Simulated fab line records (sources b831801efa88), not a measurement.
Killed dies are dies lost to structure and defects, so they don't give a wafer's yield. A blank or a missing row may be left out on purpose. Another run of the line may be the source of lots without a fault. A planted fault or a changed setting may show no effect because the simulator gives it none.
A lot that was struck, set against a sound lot :: flow sky130 :: 43 out of 708 route steps
Sound: the wafers L987.1, L987.2, L987.4. Wafers struck: L101.1, L101.3, L101.5. At the end, the cause is stated.
Per side, at each step with rows, come the tool, then ch with its chambers, and then its first start. Under that, the readings that differ: sound wafers :: struck wafers :: difference of the means :: sigmas: that difference in standard deviations of wafers without a fault.
alike: readings whose means differ by less than 2 such deviations, and words and numbers that are the same on both sides. not compared: withheld readings, readings that some wafer has no value for, bounds like >300 that may hide the same value, and numbers for which the record gives no deviation and whose values overlap.
Wherever a step has rows on one side only, a row that says differs or no value, or a row with sigmas, the two part there. Numbers that don't overlap but have no deviation are shown without sigmas and don't part them. Lack of a reading on every wafer of one side parts them only where that side has two or more wafers.

first, 4 steps without rows for these wafers: SKY_METAL2_SOFTBAKE_11 (time 90 s); SKY_METAL2_EXPOSE_12 (exposes mask MM2, target cd 140 nm); SKY_METAL2_PEB_13; SKY_METAL2_DEVELOP_14 (develop time 58.36 s).
SKY_METAL2_CD_MEAS_15 targets a cd of 140 nm.
  struck on cd_sem-01, day 39 13:25; sound on cd_sem-02, day 35 04:29
  alike: cd_nm
SKY_METAL2_OVL_MEAS_16:
  struck on overlay-01, day 39 13:32; sound on overlay-02, day 35 04:36
  alike: METAL2_OVL
SKY_METAL2_DESCUM_17: chemistry O2, time 8 s.
  sound on rie_metal-02 ch 0,1, day 35 04:38; struck on rie_metal-02 ch 0,1, day 39 13:34
  alike: drypump_motor_current_A, oes_product_au
  not compared: rf_hours_counter_h
SKY_METAL2_ETCH_18: etches BARC in N2/H2, stops on SiO2, time 45.9 s, target depth 60 nm.
  sound on rie_metal-02 ch 0,1, day 35 04:40; struck on rie_metal-02 ch 0,1, day 39 13:36
  alike: drypump_motor_current_A, oes_product_au, throttle_valve_pct
  not compared: rf_hours_counter_h
then, 4 steps without rows for these wafers: SKY_METAL2_METAL_ETCH_19 (etches the open film in Cl2/BCl3, stops on SiO2, target depth 360 nm, time 78 s); SKY_METAL2_STRIP_20 (strips in O2/N2); SKY_METAL2_STRIP_21 (strips in post etch residue remover, time 1200 s); SKY_METAL2_CLEAN_22 (cleans in IPA, time 180 s).
SKY_METAL2_CLEAN_23: cleans in O3/DIW.
  sound on wet_bench-02 ch 2, day 35 05:19; struck on wet_bench-02 ch 0, day 39 14:15
then, 1 step without rows for these wafers: SKY_VIA2_HDPCVD_00 (deposits SiO2, target thk 1180 nm, time 196.7 s).
SKY_VIA2_THK_MEAS_01:
  struck on film_metro-03, day 39 14:28; sound on film_metro-04, day 35 05:32
  alike: VIA2_HDPCVD_THK
SKY_VIA2_CMP_02: polishes SiO2.
  sound on cmp-01 ch 0,1,2, day 35 05:36; struck on cmp-01 ch 2,3, day 39 14:32
  alike: motor_current_A, platen_rpm
SKY_VIA2_BOW_MEAS_03:
  struck on film_metro-02, day 39 14:50; sound on film_metro-04, day 35 05:54
  alike: VIA2_BOW
then, 8 steps without rows for these wafers: SKY_VIA2_DEHYDRATE_04 (time 60 s); SKY_VIA2_HMDS_05 (prime time 60 s); SKY_VIA2_COAT_06 (resist thk 60 nm); SKY_VIA2_COAT_07 (resist thk 450 nm); SKY_VIA2_SOFTBAKE_08 (time 90 s); SKY_VIA2_EXPOSE_09 (exposes mask VIM2, target cd 200 nm); SKY_VIA2_PEB_10; SKY_VIA2_DEVELOP_11 (develop time 60 s).
SKY_VIA2_CD_MEAS_12 targets a cd of 200 nm.
  struck on cd_sem-01, day 40 14:34; sound on cd_sem-02, day 36 09:14
  alike: cd_nm
SKY_VIA2_OVL_MEAS_13:
  struck on overlay-02, day 40 14:41; sound on overlay-02, day 36 09:21
  alike: VIA2_OVL
then, 8 steps without rows for these wafers: SKY_VIA2_ETCH_14 (etches BARC in N2/H2, stops on SiO2, time 45.9 s, target depth 60 nm); SKY_VIA2_ETCH_15 (etches SiO2 in C4F8/O2/Ar, stops on TiN, target depth 546 nm, time 84 s); SKY_VIA2_STRIP_16 (strips in O2/N2); SKY_VIA2_STRIP_17 (strips in post etch residue remover, time 1200 s); SKY_VIA2_CLEAN_18 (cleans in IPA, time 180 s); SKY_VIA2_CLEAN_19 (cleans in O3/DIW); SKY_VIA2_SPUTTER_20 (material TiN, target thk 20 nm, time 80 s); SKY_VIA2_CVD_21 (deposits W, target thk 420 nm, time 126.4 s).
SKY_VIA2_RS_MEAS_22: measurement is done with a four-point probe.
  struck on film_metro-03, day 40 15:36; sound on film_metro-04, day 36 10:50
reading: VIA2_W_RS (ohm/sq)
sound: 0.262 0.272 0.263
struck: 0.275 0.277 0.276
difference: +0.010
sigmas: +3
SKY_VIA2_THK_MEAS_23: measures by xrf.
  struck on film_metro-03, day 40 15:43; sound on film_metro-04, day 36 10:57
reading: VIA2_W_THK (nm)
sound: 435 421 435
struck: 410 407 410
difference: -21
sigmas: -3
then, 3 steps without rows for these wafers: SKY_VIA2_CMP_24 (polishes, stops on SiO2, t overpolish 20 s, target thk 0 nm); SKY_METAL3_SPUTTER_00 (material Ti, target thk 15 nm, time 10 s); SKY_METAL3_SPUTTER_01 (material TiN, target thk 20 nm, time 16.7 s).
SKY_METAL3_SPUTTER_02: material AlCu, target thk 735 nm, time 39.1 s.
  struck on pvd_sputter-02, day 40 16:08; sound on pvd_sputter-03, day 36 11:22
  alike: throttle_valve_pct
SKY_METAL3_SPUTTER_03: material Ti, target thk 5 nm, time 3.3 s.
  struck on pvd_sputter-02, day 40 16:10; sound on pvd_sputter-03, day 36 11:24
  alike: throttle_valve_pct
-- the record jumps here: 8 days lie between the struck wafers' starts before and after (it left off in module METAL3 and takes up again in module PAD_OPEN, whose first step shown is number 708 of the route) --
SKY_PAD_OPEN_PROBE_99:
  struck on prober-01, day 49 02:39; sound on prober-02, day 45 23:37
reading: defect_limited_yield (%)
sound: 82.1 80.7 81.3
struck: 73.6 76.8 76.8
difference: -5.6
sigmas: -3

reading: killed_at_M0_to_M3
sound: 46 50 49
struck: 92 78 85
difference: +37
sigmas: +5

reading: killed_at_contacts
sound: 29 32 27
struck: 19 21 14
difference: -11
sigmas: -2

reading: killed_dies
sound: 88 95 92
struck: 130 114 114
difference: +28
sigmas: +3

reading: sort_bin_5_function (%)
sound: 10.2 11.6 11.6
struck: 17.1 15.7 16.3
difference: +5.2
sigmas: +4

reading: sort_n_pass
sound: 404 397 400
struck: 362 378 378
difference: -28
sigmas: -3

reading: sort_yield_pct (%)
sound: 82.1 80.7 81.3
struck: 73.6 76.8 76.8
difference: -5.6
sigmas: -3

reading: model.etest.tester.sort_n_pass
sound: 404 397 400
struck: 362 378 378
difference: -28
sigmas: 

reading: model.etest.tester.sort_yield_pct (%)
sound: 82.11 80.69 81.3
struck: 73.58 76.83 76.83
difference: -5.62
sigmas: 

reading: model.etest.tester.sort_bin_5_pct (%)
sound: 10.16 11.59 11.59
struck: 17.07 15.65 16.26
difference: +5.21
sigmas: 
  alike: killed_at_M4_up, killed_at_front_end, killed_at_other, killed_on_rim, killed_open, killed_short, sort_bin_3_pad_short, sort_bin_6_memory
  not compared: model.etest.tester.sort_bin_3_pct

WHERE THEY PART
Earliest at SKY_VIA2_RS_MEAS_22; latest, in this record, at SKY_PAD_OPEN_PROBE_99.

WHY: the cause the simulator had injected
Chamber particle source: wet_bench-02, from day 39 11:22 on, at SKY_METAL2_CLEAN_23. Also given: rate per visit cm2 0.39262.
